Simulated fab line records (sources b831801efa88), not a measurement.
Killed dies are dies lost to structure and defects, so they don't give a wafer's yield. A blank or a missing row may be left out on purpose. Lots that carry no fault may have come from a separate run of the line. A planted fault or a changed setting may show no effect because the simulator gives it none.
One fault seen from 2 desks | flow gf180mcu | what lay behind the numbers comes last; until then each desk has only its own

== FOR THE TOOL OWNER'S DESK: plasma-asher-02 ==
The tool's own readings at GF_LVPWELL_STRIP_10 (strips in O2/N2): means of the sampled wafers that have a number, for each lot that ran on this tool. If a lot's mean is further than 4 standard deviations from the usual mean, the lot is out of limits and carries the mark OUT (the distance appears in the brackets).
Columns: A = drypump-motor-current-A at GF_LVPWELL_STRIP_10, usual 6.38 A; B = heater-power-w at GF_LVPWELL_STRIP_10, usual 349 W; C = n2-flow-sccm at GF_LVPWELL_STRIP_10, usual 299.9 sccm; D = oes-product-au at GF_LVPWELL_STRIP_10, usual 0.722 a.u.; E = strip-time-to-endpoint-s at GF_LVPWELL_STRIP_10, usual 37.00 s
lot  | first seen here | A    | B   | C     | D               | E
L849 | day 4 02:26     | 6.26 | 343 | 301.4 | 0.724           | 36.99
L853 | day 5 02:29     | 6.66 | 376 | 300.8 | 0.722           | 37.08
L861 | day 6 21:25     | 6.26 | 337 | 300.0 | 0.949 (+53) OUT | -
L869 | day 9 00:14     | 6.26 | 336 | 299.5 | 0.726           | 36.87
L870 | day 9 02:53     | 6.26 | 340 | 299.9 | 0.724           | 36.96
Finding of this desk: L861 out of limits; the first was L861 at day 6 21:25, on oes-product-au at GF_LVPWELL_STRIP_10. L849, L853, L869, L870 stayed within limits.

== FROM THE METROLOGY DESK ==
What the gauges read, lot by lot, whatever tool the lot ran on: means of the sampled wafers that have a number. If a lot's mean is further than 4 standard deviations from the usual mean, the lot is out of limits and carries the mark OUT (the distance appears in the brackets).
Columns: A = INCOMING_BOW at GF_STI_BOW_MEAS_00, usual 0 um; B = NWELL_OVL at GF_NWELL_OVL_MEAS_07, usual 0.4 nm; C = MVSD_TW at GF_MVSD_TW_MEAS_11, usual 1578; D = VT_IMPLANT_TW at GF_VT_IMPLANT_TW_MEAS_10, usual 562
lot  | first seen here | A  | B    | C                    | D
L848 | day 1 10:00     | -1 | -2.0 | 1595                 | 565
L849 | day 1 15:00     | -7 | -0.6 | 1588                 | 564
L850 | day 1 20:00     | -4 | 1.1  | 1586                 | 563
L851 | day 2 01:01     | -4 | 1.3  | 1577                 | 565
L853 | day 2 11:01     | 2  | -1.2 | 1567                 | 560
L861 | day 4 03:02     | -6 | -1.7 | 30 (-99 or more) OUT | 557
L863 | day 4 13:00     | 5  | -0.6 | 1582                 | 560
L864 | day 4 18:00     | -2 | 0.1  | 1572                 | 567
L865 | day 4 23:01     | -4 | 0.2  | 1587                 | 568
L867 | day 5 09:01     | -2 | 1.4  | 1576                 | 557
L869 | day 5 19:00     | 1  | 0.5  | 1561                 | 561
L870 | day 6 00:01     | -4 | 1.2  | 1566                 | 564
L871 | day 6 05:00     | -4 | 0.9  | 1572                 | 563
Finding of this desk: L861 out of limits, first seen on L861 at day 7 13:06 (MVSD_TW at GF_MVSD_TW_MEAS_11). L848, L849, L850, L851, L853, L863, L864, L865, L867, L869, L870, L871 stayed within limits.

== TAKEN TOGETHER ==
At day 6 21:25, on L861, the tool owner's desk was in a position to raise an alarm.
L861 would have let the metrology desk raise an alarm at day 7 13:06.
GF_LVPWELL_STRIP_10 was run on plasma-asher-02 by each of the lots named.

== WHAT THE SIMULATOR HAD PUT IN ==
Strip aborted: plasma-asher-02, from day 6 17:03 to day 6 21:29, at GF_LVPWELL_STRIP_10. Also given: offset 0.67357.
Shown lots that were struck: L861.
Counting hours from when the fault started, the first reading out of limits came at 4 for the tool owner's desk and at 20 for the metrology desk.
